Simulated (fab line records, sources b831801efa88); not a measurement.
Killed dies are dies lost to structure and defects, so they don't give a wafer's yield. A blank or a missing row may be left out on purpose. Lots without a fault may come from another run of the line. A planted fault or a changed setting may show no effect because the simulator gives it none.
A struck lot beside a sound one | flow sky130 | 24 steps out of a route of 708
Sound: wafers L922.3, L922.5, L922.6. Struck: wafers L919.1, L919.4, L919.6. The cause comes at the end.
At each step with rows: each side's tool, then ch and its chambers, then its first start. Under that, the readings that differ: sound wafers | struck wafers | difference of the means | sigmas: that difference in standard deviations of wafers without a fault.
alike: readings whose means differ by less than 2 such deviations, and words and numbers that are the same on both sides. not compared: withheld readings, readings that some wafer has no value for, bounds like >300 that may hide the same value, and numbers for which the record gives no deviation and whose values overlap.
The two part at a step that has a row with sigmas, a row that says differs or no value, or rows on one side only. Numbers that don't overlap but have no deviation are shown without sigmas and don't part them. A reading that every wafer of one side lacks parts them only if that side has two wafers or more.

SKY_METAL3_METAL_ETCH_18: etches the open film in Cl2/BCl3, stops on SiO2, target depth 845 nm, time 183.1 s.
  sound on rie_metal-01 ch 0, day 44 16:01; struck on rie_metal-04 ch 0, day 43 13:20
  alike: drypump_motor_current_A, oes_product_au, throttle_valve_pct
  not compared: rf_hours_counter_h
SKY_METAL3_STRIP_19: strips in O2/N2.
  sound on plasma_asher-03 ch 0,1, day 44 16:19; struck on plasma_asher-03 ch 0, day 43 13:31
  alike: drypump_motor_current_A, o2_flow_sccm, oes_product_au, strip_time_to_endpoint_s
  not compared: rf_hours_counter_h
then, 4 steps without rows for these wafers: SKY_METAL3_STRIP_20 (strips in post etch residue remover, time 1200 s); SKY_METAL3_CLEAN_21 (cleans in IPA, time 180 s); SKY_METAL3_CLEAN_22 (cleans in O3/DIW); SKY_VIA3_HDPCVD_00 (deposits SiO2, target thk 1635 nm, time 272.5 s).
SKY_VIA3_THK_MEAS_01:
  sound on film_metro-04, day 44 17:09; struck on film_metro-01, day 43 14:17
  alike: VIA3_HDPCVD_THK
SKY_VIA3_CMP_02: polishes SiO2.
  sound on cmp-01 ch 1,2, day 44 17:14; struck on cmp-01 ch 1,3, day 43 14:23
  alike: motor_current_A, platen_rpm, retaining_ring_pressure_frac
SKY_VIA3_BOW_MEAS_03:
  sound on film_metro-04, day 44 17:32; struck on film_metro-01, day 43 14:38
  alike: VIA3_BOW
then, 3 steps without rows for these wafers: SKY_VIA3_DEHYDRATE_04 (time 60 s); SKY_VIA3_HMDS_05 (prime time 60 s); SKY_VIA3_COAT_06 (resist thk 60 nm).
SKY_VIA3_COAT_07: resist thk 450 nm.
  sound on litho_track-02 ch 0, day 45 04:00; struck on litho_track-01 ch 0, day 44 03:00
  reading                                     | sound                | struck               | difference | sigmas
  spin_speed_rpm (rpm)                        | 2994.9 2993.1 2995.2 | 3113.1 3113.0 3109.0 | +117.3     | +47
  model.KrF-thick_of_VIA3_COAT_07.thk_nm (nm) | 450.5 451 451.5      | 440 442.5 441.2      | -10        |
  alike: exhaust_pa
then, 4 steps without rows for these wafers: SKY_VIA3_SOFTBAKE_08 (time 90 s); SKY_VIA3_EXPOSE_09 (exposes mask VIM3, target cd 200 nm); SKY_VIA3_PEB_10; SKY_VIA3_DEVELOP_11 (develop time 60 s).
SKY_VIA3_CD_MEAS_12: target cd 200 nm.
  sound on cd_sem-01, day 45 14:52; struck on cd_sem-01, day 44 14:08
  alike: cd_nm
SKY_VIA3_OVL_MEAS_13:
  sound on overlay-02, day 45 14:57; struck on overlay-02, day 44 14:16
  alike: VIA3_OVL
SKY_VIA3_ETCH_14: etches BARC in N2/H2, stops on SiO2, time 45.9 s, target depth 60 nm.
  sound on rie_diel-04 ch 1,2, day 45 14:58; struck on rie_diel-04 ch 0,1,3, day 44 14:18
  alike: drypump_motor_current_A, oes_product_au, throttle_valve_pct
  not compared: rf_hours_counter_h
SKY_VIA3_ETCH_15: etches SiO2 in C4F8/O2/Ar, stops on TiN, target depth 507 nm, time 78 s.
  sound on rie_diel-04 ch 1,2, day 45 15:01; struck on rie_diel-04 ch 0,1,3, day 44 14:20
  reading                                     | sound             | struck          | difference | sigmas
  model.KrF-thick_of_VIA3_COAT_07.thk_nm (nm) | 293.4 293.9 296.4 | 278.6 284.5 283 | -12.5      |
  alike: oes_product_au
  not compared: rf_hours_counter_h
SKY_VIA3_STRIP_16: strips in O2/N2.
  sound on plasma_asher-02 ch 0,1, day 45 15:07; struck on plasma_asher-04 ch 0,1, day 44 14:24
  reading                      | sound             | struck            | difference | sigmas
  strip_time_to_endpoint_s (s) | 4.163 4.152 4.184 | 4.008 4.054 4.040 | -0.132     | -5
  alike: drypump_motor_current_A, o2_flow_sccm, oes_product_au
  not compared: rf_hours_counter_h
then, 1 step without rows for these wafers: SKY_VIA3_STRIP_17 (strips in post etch residue remover, time 1200 s).
-- the record jumps here: 5 days lie between the struck wafers' starts before and after (it left off in module VIA3 and takes up again in module PAD_OPEN, whose first step shown is number 708 of the route) --
SKY_PAD_OPEN_PROBE_99:
  the record has rows for the struck wafers here (prober-01, day 49 23:31) and none for the sound ones

WHERE THEY PART
First at SKY_VIA3_COAT_07; last, within this record, at SKY_PAD_OPEN_PROBE_99.

WHY: what the simulator had put in
Process parameter drift: litho_track-01, from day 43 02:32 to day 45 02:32, at SKY_VIA3_COAT_07. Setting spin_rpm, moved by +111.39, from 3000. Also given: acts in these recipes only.
